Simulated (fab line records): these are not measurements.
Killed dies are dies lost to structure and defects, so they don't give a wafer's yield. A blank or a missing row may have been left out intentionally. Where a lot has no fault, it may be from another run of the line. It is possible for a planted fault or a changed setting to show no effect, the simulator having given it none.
fab line records    flow sky130    part 1 of 2: steps 1 to 29 of 39
record lots=5  wafers=15  last_day=49
route steps=708 shown SD_N@348 SD_P@359 RES_XHIGH@360 SALICIDE@361 LI_CONTACT@362 LOCAL_INTERCONNECT@387
lots untouched by any fault: they come from a run of this same line in which no faults occurred
start_h: the number of hours between the record's first day and the start of the first shown wafer of the lot    wait_h: hours elapsed since this lot's preceding step    " repeats the value in the row above    L1.1+2: a row that stands for several wafers    - either no value or no given start    * or withheld: withheld    < > ~ a bound
route shown NAME@n: NAME is a module with steps in the file, n the number in the route of the first one    usual: average and standard deviation across the fault-free wafers    same: alike in all rows    chamber/n: place in a boat    sites: per-site readings    _std_site: their standard deviation    _edge_site: inner sites' mean taken away from outer sites' mean    radius_mm: how far each site lies from the wafer's centre    mask NAME#n: copy n    behind: the most recent tool/chamber to have shaped the wafer    hold: why the lot went on hold/how many hours it stayed there/how the hold came to an end    device: which transistor (n, p or np) failed to switch    end of line: tests of these same wafers at the route's end    a step given without rows: its recipe and nothing more    killed: dies lost to structure and defects at the first sort, not the wafer's yield    map: a wafer's dies, marking killed ones x, the rest . and places with no die _
set.NAME: the setting the step ran with; set.NAME@STEP: the setting that earlier step ran with    model.NAME: the simulator's own value behind a step, which no gauge read
certain route steps with their lots: each step a table, each wafer a row
services: a tool's chamber out of use, with start hour (start_h, from the record's first day; less than 0 if before it), hours out, and reason
## steps
# step SKY_SD_N_DEVELOP_06
# recipe resist=NOVOLAK  developer=TMAH  develop_time_s=60  dev_temp_c=23
lot.wafer   tool            chamber  start_h  wait_h
L075.2+4+6  litho_track-02  0        662.00   0.1
L080.1+2+4  litho_track-04  0        698.29   0.1
L086.1+3+5  litho_track-04  0        747.29   0.1
L088.4+5+6  litho_track-02  0        757.95   0.1
L091.4+5+6  litho_track-03  0        779.85   0.1
# step SKY_SD_N_CD_MEAS_07
# recipe target_cd_nm=380
# usual cd_nm=379.9/3
lot.wafer  tool       chamber  start_h  wait_h  cd_nm
L075.2     cd_sem-01  -        662.14   0.1     372.1
L075.4     "          -        "        "       372.0
L075.6     "          -        "        "       372.2
L080.1     cd_sem-01  -        698.44   0.1     379.4
L080.2     "          -        "        "       379.1
L080.4     "          -        "        "       380.0
L086.1     cd_sem-01  -        747.44   0.1     380.8
L086.3     "          -        "        "       380.8
L086.5     "          -        "        "       380.3
L088.4     cd_sem-02  -        758.08   0.1     378.4
L088.5     "          -        "        "       379.7
L088.6     "          -        "        "       378.9
L091.4     cd_sem-01  -        779.98   0.1     374.6
L091.5     "          -        "        "       376.6
L091.6     "          -        "        "       377.4
# step SKY_SD_N_OVL_MEAS_08
# usual SD_N_OVL=0.3/1.3
lot.wafer  tool        chamber  start_h  wait_h  SD_N_OVL[nm]
L075.2     overlay-02  -        662.25   0.1     -0.6
L075.4     "           -        "        "       0.7
L075.6     "           -        "        "       -2.2
L080.1     overlay-02  -        698.56   0.1     0.3
L080.2     "           -        "        "       -0.6
L080.4     "           -        "        "       0.6
L086.1     overlay-02  -        747.56   0.1     1.1
L086.3     "           -        "        "       2.8
L086.5     "           -        "        "       1.1
L088.4     overlay-02  -        758.16   0.1     -3.7
L088.5     "           -        "        "       -2.3
L088.6     "           -        "        "       -1.7
L091.4     overlay-02  -        780.06   0.1     0.3
L091.5     "           -        "        "       0.1
L091.6     "           -        "        "       0.4
# step SKY_SD_N_IMPLANT_09
# recipe species=As  energy_kev=50  dose_cm2=4e+15  tilt_deg=0
# usual end_station_pressure_torr=1.27e-05/8.9e-07
lot.wafer  tool          chamber  start_h  wait_h  end_station_pressure_torr
L075.2     implanter-01  0        662.30   0.0     1.2e-05
L075.4     "             0        "        "       1.34e-05
L075.6     "             0        "        "       1.36e-05
L080.1     implanter-04  0        698.59   0.0     1.37e-05
L080.2     "             0        "        "       1.23e-05
L080.4     "             0        "        "       1.34e-05
L086.1     implanter-01  0        747.60   0.0     1.37e-05
L086.3     "             0        "        "       1.18e-05
L086.5     "             0        "        "       1.3e-05
L088.4     implanter-01  0        758.25   0.1     1.37e-05
L088.5     "             0        "        "       1.33e-05
L088.6     "             0        "        "       1.32e-05
L091.4     implanter-01  0        780.15   0.1     1.34e-05
L091.5     "             0        "        "       1.31e-05
L091.6     "             0        "        "       1.29e-05
# step SKY_SD_N_IMPLANT_10
# recipe species=P  energy_kev=20  dose_cm2=1e+14  tilt_deg=0
# usual end_station_pressure_torr=5.35e-06/3e-07
lot.wafer  tool          chamber  start_h  wait_h  end_station_pressure_torr
L075.2     implanter-01  0        662.45   0.1     5.58e-06
L075.4     "             0        "        "       5.6e-06
L075.6     "             0        "        "       5.47e-06
L080.1     implanter-04  0        698.74   0.1     5.78e-06
L080.2     "             0        "        "       5.01e-06
L080.4     "             0        "        "       4.89e-06
L086.1     implanter-01  0        747.75   0.1     6.1e-06
L086.3     "             0        "        "       4.72e-06
L086.5     "             0        "        "       6.1e-06
L088.4     implanter-01  0        758.40   0.1     5.42e-06
L088.5     "             0        "        "       5.47e-06
L088.6     "             0        "        "       4.99e-06
L091.4     implanter-01  0        780.30   0.1     5.23e-06
L091.5     "             0        "        "       4.9e-06
L091.6     "             0        "        "       5.68e-06
# step SKY_SD_N_STRIP_11
# recipe chemistry=O2/N2  power_w=1400  pressure_mtorr=1500  platen_temp_c=withheld  o2_flow_sccm=3000  n2_flow_sccm=300  overash_fraction=0.5
# usual drypump_motor_current_A=5.87/0.25  oes_product_au=0.527/0.0043  strip_time_to_endpoint_s=22.54/0.041
lot.wafer  tool             chamber  start_h  wait_h  drypump_motor_current_A  oes_product_au  rf_hours_counter_h  strip_time_to_endpoint_s
L075.2     plasma_asher-04  0        662.58   0.1     5.67                     0.522           54                  22.55
L075.4     "                0        "        "       5.67                     0.516           -                   22.59
L075.6     "                1        "        "       5.87                     0.533           -                   22.61
L080.1     plasma_asher-03  1        698.89   0.1     6.22                     0.530           87                  22.54
L080.2     "                0        "        "       5.97                     0.533           87                  22.54
L080.4     "                1        "        "       6.21                     0.522           -                   22.50
L086.1     plasma_asher-03  0        747.90   0.1     5.95                     0.527           92                  22.60
L086.3     "                0        "        "       5.97                     0.526           -                   22.55
L086.5     "                1        "        "       6.20                     0.526           -                   22.59
L088.4     plasma_asher-02  1        758.51   0.1     5.35                     0.532           -                   22.58
L088.5     "                1        "        "       5.35                     0.518           -                   22.58
L088.6     "                0        "        "       5.76                     0.525           -                   22.58
L091.4     plasma_asher-03  0        780.41   0.1     5.93                     0.529           -                   22.58
L091.5     "                0        "        "       5.96                     0.531           -                   22.53
L091.6     "                1        "        "       6.21                     0.526           -                   22.57
# step SKY_SD_N_TW_MEAS_12
# usual SD_N_TW=3975/29
lot.wafer  tool           chamber  start_h  wait_h  SD_N_TW
L075.2     film_metro-01  -        662.69   0.1     3947
L075.4     "              -        "        "       3948
L075.6     "              -        "        "       3946
L080.1     film_metro-04  -        698.99   0.1     3959
L080.2     "              -        "        "       3954
L080.4     "              -        "        "       3976
L086.1     film_metro-04  -        748.00   0.1     3957
L086.3     "              -        "        "       3937
L086.5     "              -        "        "       3958
L088.4     film_metro-03  -        758.61   0.1     4025
L088.5     "              -        "        "       4028
L088.6     "              -        "        "       4035
L091.4     film_metro-04  -        780.51   0.1     3971
L091.5     "              -        "        "       3972
L091.6     "              -        "        "       3991
# step SKY_SD_N_CLEAN_13
# recipe chemistry=SC1/SC2  mix=1:4:20  temp_c=70  time_s=150  dry=n2_spin
lot.wafer   tool          chamber  start_h  wait_h
L075.2+4+6  wet_bench-03  0        662.74   0.0
L080.1+2+4  wet_bench-03  1        699.05   0.1
L086.1+3+5  wet_bench-04  0        748.06   0.1
L088.4+5+6  wet_bench-03  1        758.64   0.0
L091.4+5+6  wet_bench-03  3        780.54   0.0
# step SKY_SD_N_RTA_14
# recipe temp_c=1075  time_s=2  idle_temp_c=650  ramp_up_c_per_s=150  ramp_down_c_per_s=90  ambient=N2
# usual lamp_power_pct=15.73/0.054  wafer_temp_C_max=1078.1/1.3
lot.wafer  tool           chamber  start_h  wait_h  lamp_power_pct  wafer_temp_C_max
L075.2     rtp_anneal-01  0        662.80   0.0     15.77           1077.7
L075.4     "              0        "        "       15.76           1078.8
L075.6     "              0        "        "       15.77           1078.2
L080.1     rtp_anneal-01  0        699.10   0.0     15.71           1079.3
L080.2     "              0        "        "       15.63           1080.3
L080.4     "              0        "        "       15.72           1074.4
L086.1     rtp_anneal-01  0        748.11   0.0     15.74           1079.6
L086.3     "              0        "        "       15.68           1079.1
L086.5     "              0        "        "       15.74           1077.3
L088.4     rtp_anneal-01  0        758.72   0.0     15.69           1078.7
L088.5     "              0        "        "       15.72           1078.8
L088.6     "              0        "        "       15.75           1078.7
L091.4     rtp_anneal-02  0        780.62   0.0     15.83           1079.8
L091.5     "              0        "        "       15.81           1077.8
L091.6     "              0        "        "       15.83           1078.6
# step SKY_SD_N_RS_MEAS_16
# recipe thk_meas_gauge=four-point-probe
# usual SD_N_RS=68.58/0.12
lot.wafer  tool           chamber  start_h  wait_h  SD_N_RS[ohm/sq]
L075.2     film_metro-01  -        662.99   0.1     68.57
L075.4     "              -        "        "       68.58
L075.6     "              -        "        "       68.63
L080.1     film_metro-01  -        699.28   0.1     68.50
L080.2     "              -        "        "       68.57
L080.4     "              -        "        "       68.46
L086.1     film_metro-01  -        748.29   0.1     68.46
L086.3     "              -        "        "       68.52
L086.5     "              -        "        "       68.60
L088.4     film_metro-01  -        758.93   0.1     68.61
L088.5     "              -        "        "       68.74
L088.6     "              -        "        "       68.35
L091.4     film_metro-03  -        780.82   0.1     68.69
L091.5     "              -        "        "       68.42
L091.6     "              -        "        "       68.65
# step SKY_SD_N_RS_MEAS_17
# recipe thk_meas_gauge=four-point-probe
# usual SD_P_RS=147.2/0.41
lot.wafer  tool           chamber  start_h  wait_h  SD_P_RS[ohm/sq]
L075.2     film_metro-01  -        663.11   0.1     147.3
L075.4     "              -        "        "       148.0
L075.6     "              -        "        "       147.3
L080.1     film_metro-01  -        699.40   0.1     147.0
L080.2     "              -        "        "       146.5
L080.4     "              -        "        "       146.9
L086.1     film_metro-01  -        748.41   0.1     146.7
L086.3     "              -        "        "       147.4
L086.5     "              -        "        "       147.0
L088.4     film_metro-01  -        759.05   0.1     146.8
L088.5     "              -        "        "       147.0
L088.6     "              -        "        "       146.8
L091.4     film_metro-03  -        780.94   0.1     147.2
L091.5     "              -        "        "       147.3
L091.6     "              -        "        "       147.0
# step SKY_SD_N_RS_MEAS_18
# recipe thk_meas_gauge=four-point-probe
# usual RES_XHIGH_RS=333.0/1.1
lot.wafer  tool           chamber  start_h  wait_h  RES_XHIGH_RS[ohm/sq]
L075.2     film_metro-01  -        663.23   0.1     332.3
L075.4     "              -        "        "       331.3
L075.6     "              -        "        "       332.2
L080.1     film_metro-01  -        699.52   0.1     334.8
L080.2     "              -        "        "       333.8
L080.4     "              -        "        "       334.5
L086.1     film_metro-01  -        748.53   0.1     332.5
L086.3     "              -        "        "       332.5
L086.5     "              -        "        "       332.7
L088.4     film_metro-01  -        759.17   0.1     333.1
L088.5     "              -        "        "       332.1
L088.6     "              -        "        "       333.2
L091.4     film_metro-03  -        781.06   0.1     333.3
L091.5     "              -        "        "       332.9
L091.6     "              -        "        "       332.7
# step SKY_SALICIDE_CLEAN_00
# recipe chemistry=HF-last  time_s=30  dilution=100:1  dry=ipa_marangoni
lot.wafer   tool          chamber  start_h  wait_h
L075.2+4+6  wet_bench-02  1        663.33   0.1
L080.1+2+4  wet_bench-01  0        699.64   0.1
L086.1+3+5  wet_bench-02  0        748.65   0.1
L088.4+5+6  wet_bench-02  1        759.23   0.0
L091.4+5+6  wet_bench-01  0        781.12   0.0
# step SKY_LI_CONTACT_HDPCVD_00
# recipe material=PSG  target_thk_nm=930  sigma_open_frac=0.3  time_s=155  temp_c=600  sih4_flow_sccm=60  pressure_mtorr=6
lot.wafer   tool       chamber  start_h  wait_h
L075.2+4+6  hdpcvd-02  1,1,0    663.34   0.0
L080.1+2+4  hdpcvd-02  0,2,2    699.65   0.0
L086.1+3+5  hdpcvd-01  0,2,1    748.66   0.0
L088.4+5+6  hdpcvd-01  2,0,1    759.30   0.1
L091.4+5+6  hdpcvd-02  0,1,2    781.19   0.1
# step SKY_LI_CONTACT_THK_MEAS_01
# recipe reads=PSG_of_LI_CONTACT_HDPCVD_00
# usual LI_CONTACT_HDPCVD_THK=933/12
lot.wafer  tool           chamber  start_h  wait_h  LI_CONTACT_HDPCVD_THK[nm]
L075.2     film_metro-04  -        663.46   0.1     933
L075.4     "              -        "        "       936
L075.6     "              -        "        "       930
L080.1     film_metro-03  -        699.76   0.1     927
L080.2     "              -        "        "       929
L080.4     "              -        "        "       942
L086.1     film_metro-04  -        748.77   0.1     940
L086.3     "              -        "        "       918
L086.5     "              -        "        "       928
L088.4     film_metro-03  -        759.38   0.0     942
L088.5     "              -        "        "       945
L088.6     "              -        "        "       940
L091.4     film_metro-01  -        781.27   0.0     937
L091.5     "              -        "        "       935
L091.6     "              -        "        "       960
# step SKY_LI_CONTACT_CMP_02
# recipe material=PSG  down_force_psi=4  platen_rpm=60  pad_velocity_m_s=0.94248
# usual motor_current_A=11.3/0.77  time_to_endpoint_s=32.6/2.7
lot.wafer  tool    chamber  start_h  wait_h  motor_current_A  time_to_endpoint_s
L075.2     cmp-02  1        663.56   0.1     11.2             30.7
L075.4     "       3        "        "       9.8              36.5
L075.6     "       1        "        "       10.8             31.1
L080.1     cmp-02  2        699.82   0.1     10.5             33.8
L080.2     "       3        "        "       10.2             36.0
L080.4     "       0        "        "       11.2             36.4
L086.3     cmp-01  1        748.85   0.1     12.7             29.4
L086.1     "       0        "        "       11.4             27.8
L086.5     "       1        "        "       12.0             28.8
L088.4     cmp-01  1        759.56   0.2     12.8             32.8
L088.6     "       2        "        "       10.7             33.2
L088.5     "       3        "        "       12.0             35.3
L091.4     cmp-01  3        781.35   0.1     12.4             34.9
L091.5     "       2        "        "       11.4             31.4
L091.6     "       3        "        "       11.9             34.0
# step SKY_LI_CONTACT_BOW_MEAS_03
# recipe mode=bow
# usual LI_CONTACT_BOW=56/7
lot.wafer  tool           chamber  start_h  wait_h  LI_CONTACT_BOW[um]
L075.2     film_metro-03  -        663.83   0.2     63
L075.4     "              -        "        "       53
L075.6     "              -        "        "       58
L080.1     film_metro-03  -        700.12   0.2     59
L080.2     "              -        "        "       48
L080.4     "              -        "        "       54
L086.1     film_metro-04  -        749.15   0.1     45
L086.3     "              -        "        "       59
L086.5     "              -        "        "       65
L088.4     film_metro-01  -        759.77   0.2     51
L088.5     "              -        "        "       56
L088.6     "              -        "        "       40
L091.4     film_metro-01  -        781.66   0.3     59
L091.5     "              -        "        "       54
L091.6     "              -        "        "       61
# step SKY_LI_CONTACT_DEHYDRATE_04
# recipe temp_c=200  time_s=60
lot.wafer   tool            chamber  start_h  wait_h
L075.2+4+6  litho_track-04  0        676.96   13.1
L080.1+2+4  litho_track-04  0        713.69   13.5
L086.1+3+5  litho_track-01  0        761.39   12.2
L088.4+5+6  litho_track-01  0        772.76   13.0
L091.4+5+6  litho_track-04  0        794.06   12.4
# step SKY_LI_CONTACT_HMDS_05
# recipe prime_time_s=60  prime_temp_c=120
lot.wafer   tool            chamber  start_h  wait_h
L075.2+4+6  litho_track-04  0        677.11   0.1
L080.1+2+4  litho_track-04  0        713.84   0.1
L086.1+3+5  litho_track-01  0        761.54   0.1
L088.4+5+6  litho_track-01  0        772.91   0.1
L091.4+5+6  litho_track-04  0        794.21   0.1
# step SKY_LI_CONTACT_COAT_06
# recipe resist=BARC  temp_c=withheld  time_s=withheld  spin_rpm=3000  resist_thk_nm=60
lot.wafer   tool            chamber  start_h  wait_h
L075.2+4+6  litho_track-04  0        677.26   0.1
L080.1+2+4  litho_track-04  0        713.99   0.1
L086.1+3+5  litho_track-01  0        761.69   0.1
L088.4+5+6  litho_track-01  0        773.06   0.1
L091.4+5+6  litho_track-04  0        794.36   0.1
# step SKY_LI_CONTACT_COAT_07
# recipe resist=KrF-thick  spin_rpm=3000  resist_thk_nm=450
lot.wafer   tool            chamber  start_h  wait_h
L075.2+4+6  litho_track-04  0        -        -
L080.1+2+4  litho_track-04  0        -        -
L086.1+3+5  litho_track-01  0        -        -
L088.4+5+6  litho_track-01  0        -        -
L091.4+5+6  litho_track-04  0        -        -
# step SKY_LI_CONTACT_SOFTBAKE_08
# recipe temp_c=100  time_s=90  resist=KrF-thick
lot.wafer   tool            chamber  start_h  wait_h
L075.2+4+6  litho_track-04  0        -        -
L080.1+2+4  litho_track-04  0        -        -
L086.1+3+5  litho_track-01  0        -        -
L088.4+5+6  litho_track-01  0        -        -
L091.4+5+6  litho_track-04  0        -        -
# step SKY_LI_CONTACT_EXPOSE_09
# recipe mask_id=LICM1  na=0.8  source_shape=annular  sigma_inner=0.55  sigma_outer=0.85  target_cd_nm=170  dose_mj=38
# usual stage_vel_mm_s=500.04/0.25
lot.wafer  tool            chamber  start_h  wait_h  mask     stage_vel_mm_s
L075.2     krf_scanner-01  0        -        -       LICM1#0  499.77
L075.4     "               0        "        "       LICM1#0  500.21
L075.6     "               0        "        "       LICM1#0  499.75
L080.1     krf_scanner-01  0        -        -       LICM1#0  500.09
L080.2     "               0        "        "       LICM1#0  500.00
L080.4     "               0        "        "       LICM1#0  499.81
L086.1     krf_scanner-02  0        -        -       LICM1#0  499.58
L086.3     "               0        "        "       LICM1#0  499.96
L086.5     "               0        "        "       LICM1#0  499.84
L088.4     krf_scanner-01  0        -        -       LICM1#0  499.43
L088.5     "               0        "        "       LICM1#0  500.13
L088.6     "               0        "        "       LICM1#0  499.71
L091.4     krf_scanner-01  0        -        -       LICM1#0  499.81
L091.5     "               0        "        "       LICM1#0  499.88
L091.6     "               0        "        "       LICM1#0  499.81
# step SKY_LI_CONTACT_PEB_10
# recipe peb_temp_c=withheld  peb_time_s=withheld  resist=KrF-thick
lot.wafer   tool            chamber  start_h  wait_h
L075.2+4+6  litho_track-04  0        -        -
L080.1+2+4  litho_track-04  0        -        -
L086.1+3+5  litho_track-01  0        -        -
L088.4+5+6  litho_track-03  0        -        -
L091.4+5+6  litho_track-03  0        -        -
# step SKY_LI_CONTACT_DEVELOP_11
# recipe develop_time_s=60  resist=KrF-thick  dev_temp_c=21
lot.wafer   tool            chamber  start_h  wait_h
L075.2+4+6  litho_track-04  0        -        -
L080.1+2+4  litho_track-04  0        -        -
L086.1+3+5  litho_track-01  0        -        -
L088.4+5+6  litho_track-03  0        -        -
L091.4+5+6  litho_track-03  0        -        -
# step SKY_LI_CONTACT_CD_MEAS_12
# recipe target_cd_nm=170
# usual cd_nm=169.8/1.1
lot.wafer  tool       chamber  start_h  wait_h  cd_nm
L075.2     cd_sem-02  -        691.51   -       169.1
L075.4     "          -        "        "       167.4
L075.6     "          -        "        "       167.2
L080.1     cd_sem-02  -        728.19   -       169.7
L080.2     "          -        "        "       169.9
L080.4     "          -        "        "       169.4
L086.1     cd_sem-02  -        775.94   -       169.7
L086.3     "          -        "        "       168.7
L086.5     "          -        "        "       169.8
L088.4     cd_sem-01  -        786.02   -       168.9
L088.5     "          -        "        "       167.8
L088.6     "          -        "        "       168.5
L091.4     cd_sem-02  -        808.10   -       169.4
L091.5     "          -        "        "       169.0
L091.6     "          -        "        "       170.3
# step SKY_LI_CONTACT_OVL_MEAS_13
# usual LI_CONTACT_OVL=-5/5
lot.wafer  tool        chamber  start_h  wait_h  LI_CONTACT_OVL[nm]
L075.2     overlay-02  -        691.61   0.1     -7
L075.4     "           -        "        "       -8
L075.6     "           -        "        "       -8
L080.1     overlay-01  -        728.31   0.1     -1
L080.2     "           -        "        "       -3
L080.4     "           -        "        "       1
L086.1     overlay-01  -        776.06   0.1     -12
L086.3     "           -        "        "       -15
L086.5     "           -        "        "       -17
L088.4     overlay-01  -        786.10   0.1     -1
L088.5     "           -        "        "       2
L088.6     "           -        "        "       1
L091.4     overlay-01  -        808.18   0.1     -15
L091.5     "           -        "        "       -8
L091.6     "           -        "        "       -6
# step SKY_LI_CONTACT_ETCH_14
# recipe chemistry=N2/H2  target=BARC  ion_energy_ev=200  source_w=500  bias_w=100  pressure_mtorr=30  n2_flow_sccm=100  h2_flow_sccm=200  stop_on=SiO2  time_s=45.9  target_depth_a=600
# usual drypump_motor_current_A=5.7/0.47  oes_product_au=0.854/0.0051  throttle_valve_pct=13.224/0.0081
lot.wafer  tool         chamber  start_h  wait_h  drypump_motor_current_A  oes_product_au  rf_hours_counter_h  throttle_valve_pct
L075.2     rie_diel-01  0        691.64   0.0     4.9                      0.859           11                  13.219
L075.4     "            2        "        "       5.7                      0.852           1                   13.221
L075.6     "            3        "        "       5.0                      0.855           -                   13.229
L080.1     rie_diel-03  0        728.34   0.0     6.2                      0.850           2                   13.216
L080.2     "            3        "        "       6.1                      0.850           13                  13.234
L080.4     "            0        "        "       6.2                      0.856           -                   13.225
L086.1     rie_diel-01  1        776.09   0.0     5.2                      0.843           20                  13.220
L086.3     "            3        "        "       5.0                      0.859           5                   13.229
L086.5     "            0        "        "       5.0                      0.851           -                   13.238
L088.4     rie_diel-04  0        786.11   0.0     5.9                      0.851           11                  13.221
L088.5     "            1        "        "       5.9                      0.853           -                   13.219
L088.6     "            0        "        "       5.9                      0.859           -                   13.215
L091.4     rie_diel-01  2        808.20   0.0     5.8                      0.853           4                   13.206
L091.5     "            3        "        "       5.0                      0.856           -                   13.223
L091.6     "            0        "        "       4.9                      0.849           -                   13.222
# step SKY_LI_CONTACT_ETCH_15
# recipe target=PSG  chemistry=C4F8/O2/Ar  stop_on=Si  taper_deg=4.15  mask_material=KrF-thick  source_w=1500  bias_w=1200  pressure_mtorr=40  c4f8_flow_sccm=withheld  O2_flow_sccm=6  Ar_flow_sccm=300  time_s=withheld  target_depth_a=6000
# usual oes_product_au=0.837/0.0053
lot.wafer  tool         chamber  start_h  wait_h  oes_product_au
L075.2     rie_diel-01  0        691.69   0.0     0.838
L075.4     "            2        "        "       0.840
L075.6     "            3        "        "       0.841
L080.1     rie_diel-03  0        728.39   0.0     0.836
L080.2     "            3        "        "       0.837
L080.4     "            0        "        "       0.846
L086.1     rie_diel-01  1        776.14   0.0     0.845
L086.3     "            3        "        "       0.830
L086.5     "            0        "        "       0.840
L088.4     rie_diel-04  0        786.16   0.0     0.838
L088.5     "            1        "        "       0.838
L088.6     "            0        "        "       0.829
L091.4     rie_diel-01  2        808.24   0.0     0.830
L091.5     "            3        "        "       0.833
L091.6     "            0        "        "       0.838
